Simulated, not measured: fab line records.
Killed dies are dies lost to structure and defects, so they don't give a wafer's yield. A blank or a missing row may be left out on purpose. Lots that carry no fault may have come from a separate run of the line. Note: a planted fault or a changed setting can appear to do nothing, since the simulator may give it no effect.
8D (eight disciplines) problem report, filled in by code :: flow gf180mcu :: the parts of the form that need people (team, actions taken, sign-off) are left out

== 1. THE ISSUE ==
HV_LDD_CVD_54_THK at GF_HV_LDD_THK_MEAS_55 reads a mean of 13.64 nm on 6 wafers of 2 lots; wafers without a fault read 9.98 nm with a standard deviation of 0.14. Measured from the usual mean, that is +26 standard deviations.
Earliest sighting: wafer L120.1 on film metro-04 at day 13 21:35. The record holds 39 wafers of 13 lots with a number at this step. The rule behind "out" and "out of limits": a value lying over 4 standard deviations away from the usual mean. The rest of the wafers with a number are treated as sound.

== 2. WHAT IT IS, AND WHAT IT ISN'T ==
question: which readings at this step
is: HV_LDD_CVD_54_THK
is not: -

question: which lots
is: L120, L123
is not: L117, L128, L129, L131, L132, L133, L134, L135, L136, L137, L138

question: which wafers of those lots
is: all that have a number
is not: -

question: read on which gauges
is: film metro-04
is not: film metro-01, film metro-03

question: when
is: from day 13 21:35
is not: up to then (3 sound wafers); but 30 sound wafers of L128, L129, L131, L132, L133, L134, L135, L136, L137, L138 came after

== 3. THE SUSPECTS, EACH WITH WHAT RULES IT OUT ==
Counting: any tool at a process step up to the reading is kept as a suspect provided that every lot that is out went through it and no sound lot did after the first of them.
- the gauge at GF_HV_LDD_THK_MEAS_55: ruled out. All the wafers that are out were read on film metro-04, but those of them that GF_HV_LDD_CVD_54 has rows for are out there too, on other tools.
- lpcvd-02 at GF_HV_LDD_CVD_54 (deposits SiO2 from TEOS, target thk 10 nm, time 75 s): ruled out as a lasting fault. Following L120 (day 13 20:34), the first lot on it that is out, the sound lots L131, L132, L135, L136, L137 were run on it.
Left after counting: nothing in the record.

== 4. THE CAUSE (what the simulator had put in) ==
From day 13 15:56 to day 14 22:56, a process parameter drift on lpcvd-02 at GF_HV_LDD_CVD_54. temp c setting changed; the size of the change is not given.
Counting ruled it out, wrongly: the rule takes a fault to strike every lot that its tool runs from its start on, and this one did not.

== 5. SEQUENCE OF EFFECTS, ordered by route ==
Rows list readings where the struck wafers' mean (over those with a number) sits beyond 3 standard deviations from the usual. Only readings whose record carries a usual standard deviation are examined. hours: median over the lots of the time between each lot's start at the first step of this table that gives one and its start at this step. sigmas: the change, counted in usual standard deviations.
hours: 0
step: GF_HV_LDD_CVD_54
reading: spike tc bottom C
usual: 699.0 C
on struck wafers: 712.5
change: +13.5
sigmas: +5.9

hours: 0
step: GF_HV_LDD_CVD_54
reading: spike tc centre C
usual: 680.7 C
on struck wafers: 693.6
change: +12.9
sigmas: +12

hours: 0
step: GF_HV_LDD_CVD_54
reading: spike tc lower C
usual: 680.3 C
on struck wafers: 694.0
change: +13.7
sigmas: +11

hours: 0
step: GF_HV_LDD_CVD_54
reading: spike tc top C
usual: 697 C
on struck wafers: 713
change: +16
sigmas: +4.8

hours: 0
step: GF_HV_LDD_CVD_54
reading: spike tc upper C
usual: 679.9 C
on struck wafers: 693.2
change: +13.3
sigmas: +11

hours: 1
step: GF_HV_LDD_THK_MEAS_55
reading: HV_LDD_CVD_54_THK
usual: 9.98 nm
on struck wafers: 13.64
change: +3.66
sigmas: +26
The process steps in it:
- GF_HV_LDD_CVD_54: deposits SiO2 from TEOS, target thk 10 nm, time 75 s.
Later steps that measure or inspect, where all struck wafers having a row at the step show a number for every such reading and not one has moved that far: GF_NSD_CD_MEAS_07, GF_PSD_CD_MEAS_07.

== 6. WHAT WOULD HAVE CAUGHT IT SOONER ==
The first out-of-limits reading at a measuring or inspecting step in this record came at day 13 21:35, 6 hours after the fault's start at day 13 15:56.
The tool's own readings at GF_HV_LDD_CVD_54 were out on every struck wafer that the step has a row for (spike tc bottom C, spike tc centre C, spike tc lower C, spike tc top C, spike tc upper C): an alarm limit on them would have fired on the first of those.
